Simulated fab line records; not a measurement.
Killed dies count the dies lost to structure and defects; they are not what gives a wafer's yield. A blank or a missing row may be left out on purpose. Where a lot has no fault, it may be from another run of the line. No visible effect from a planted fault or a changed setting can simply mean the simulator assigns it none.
Matching of chambers    flow gf180mcu    rie-diel-03 running GF_SAB_ETCH_11: 4 sister chambers
The step etches SiO2 in C4F8/O2/Ar, target depth 55 nm, time 8.5 s. 27 wafers are shown with their chamber, then 12 later ones without.

## EACH WAFER AND ITS CHAMBER
wafer   chamber  oes-product-au (a.u.)
L074.1  3        1.002
L074.2  2        1.006
L074.3  1        1.005
L074.4  0        1.021
L074.5  1        1.005
L074.6  2        1.002
L078.2  1        1.008
L078.3  2        1.018
L078.6  2        1.015
L083.2  3        0.988
L083.5  0        1.016
L083.6  1        1.016
L086.2  2        1.009
L086.3  1        1.012
L086.6  1        1.012
L087.2  1        1.006
L087.3  2        1.016
L087.4  3        0.990
L089.1  0        1.008
L089.2  2        1.013
L089.3  1        1.009
L089.4  3        0.985
L089.5  2        1.009
L089.6  3        0.997
L091.1  0        1.018
L091.2  2        1.022
L091.6  2        1.003

SIGNATURES (means of the wafers above)
reading         chamber 0  chamber 1  chamber 2  chamber 3  scatter within a chamber
oes-product-au  1.01575    1.00913    1.01130    0.99240    0.00585
Rule: for each reading, subtract the chamber's mean from the wafer's reading, divide by that reading's scatter and square the result; add these up over the readings and take the root, which gives the wafer's distance from the chamber. If the next closest chamber is less than 2 further off than the closest, the wafer can't be placed; otherwise it belongs to the closest. The scatter: the root of (the sum of the squares of (reading less its chamber's mean) over the shown wafers, divided by (wafers less chambers)).

## WAFERS WITHOUT THEIR CHAMBER
wafer   oes-product-au (a.u.)
L095.1  1.015
L095.2  1.004
L095.3  1.010
L095.4  0.995
L095.5  1.012
L095.6  1.006
L097.1  0.999
L097.2  1.007
L097.3  1.012
L097.4  0.990
L097.5  0.992
L097.6  0.998

## WHICH CHAMBER EACH ONE RAN IN
wafer   from the rows above                in truth
L095.1  can't be placed: 0 or 2 or 1       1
L095.2  can't be placed: 1 or 2 or 3 or 0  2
L095.3  can't be placed: 1 or 2 or 0       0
L095.4  can't be placed: 3 or 1            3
L095.5  can't be placed: 2 or 1 or 0       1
L095.6  can't be placed: 1 or 2 or 0 or 3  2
L097.1  can't be placed: 3 or 1 or 2 or 0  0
L097.2  can't be placed: 1 or 2 or 0       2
L097.3  can't be placed: 2 or 1 or 0       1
L097.4  3                                  3
L097.5  3                                  3
L097.6  can't be placed: 3 or 1 or 2       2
Placed correctly: 2 of 12. From these rows, 10 cannot be placed; in 10 the true chamber is one of the candidates. Number placed wrongly: 0.
